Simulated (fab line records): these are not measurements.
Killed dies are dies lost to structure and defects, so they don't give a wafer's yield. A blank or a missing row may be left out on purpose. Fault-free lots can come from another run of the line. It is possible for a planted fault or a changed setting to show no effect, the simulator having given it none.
The tool behind it: which one? | flow sky130 | 7 lots with 21 wafers sampled at 3 steps, on a route of 708 steps

## WHAT THE GAUGES SHOWED, per wafer
SKY_LOCAL_INTERCONNECT_OVL_MEAS_12.
lot  | measured     | on         | LOCAL_INTERCONNECT_OVL (nm)
L191 | day 30 14:11 | overlay-01 | 8 12 2
L193 | day 31 20:46 | overlay-02 | -3 0 -2
L201 | day 34 06:04 | overlay-02 | 8 0 4
L203 | day 34 17:49 | overlay-02 | -7 -1 -13
L211 | day 37 00:11 | overlay-01 | 0 -1 1
L213 | day 37 15:20 | overlay-01 | 5 -2 4

## WHICH TOOL RAN EACH LOT (tool, then ch and the chambers of the sampled wafers, then the start)
lot  | SKY_LI_CONTACT_SPUTTER_19   | SKY_LOCAL_INTERCONNECT_SPUTTER_00
L191 | pvdSputter-01, day 29 09:30 | pvdSputter-03, day 29 10:14
L193 | pvdSputter-01, day 30 16:34 | pvdSputter-02, day 30 17:19
L201 | pvdSputter-04, day 33 02:28 | pvdSputter-02, day 33 03:12
L203 | pvdSputter-01, day 33 14:11 | pvdSputter-02, day 33 14:56
L207 | pvdSputter-04, day 34 20:47 | -
L211 | pvdSputter-04, day 35 20:54 | pvdSputter-02, day 35 21:41
L213 | pvdSputter-04, day 36 13:03 | pvdSputter-01, day 36 13:47
- SKY_LI_CONTACT_SPUTTER_19: material Ti, target thk 20 nm, time 106.37 s.
- SKY_LOCAL_INTERCONNECT_SPUTTER_00: material TiN, target thk 100 nm, time 83.3 s.

## THE ANSWER, worked out from the rows above alone
Rule: usual is defined by the lots themselves. Put in order of their means at a reading, lots are off if they are a third of the lots or fewer, leave a main group of 4 or more, and stand apart from it by a gap of 3 or more times the standard deviation of the main group's means; of several such gaps the widest counts. A main group is skipped when, at the precision printed for the reading in the tables above, its means are all equal. Also off: a lot with no number at a reading for which 4 or more lots have one. Any other lot the step has rows for is counted as sound.
Across all readings shown, no lot is off: no conclusion can be drawn from this.

## WHAT WAS PUT IN BY THE SIMULATOR
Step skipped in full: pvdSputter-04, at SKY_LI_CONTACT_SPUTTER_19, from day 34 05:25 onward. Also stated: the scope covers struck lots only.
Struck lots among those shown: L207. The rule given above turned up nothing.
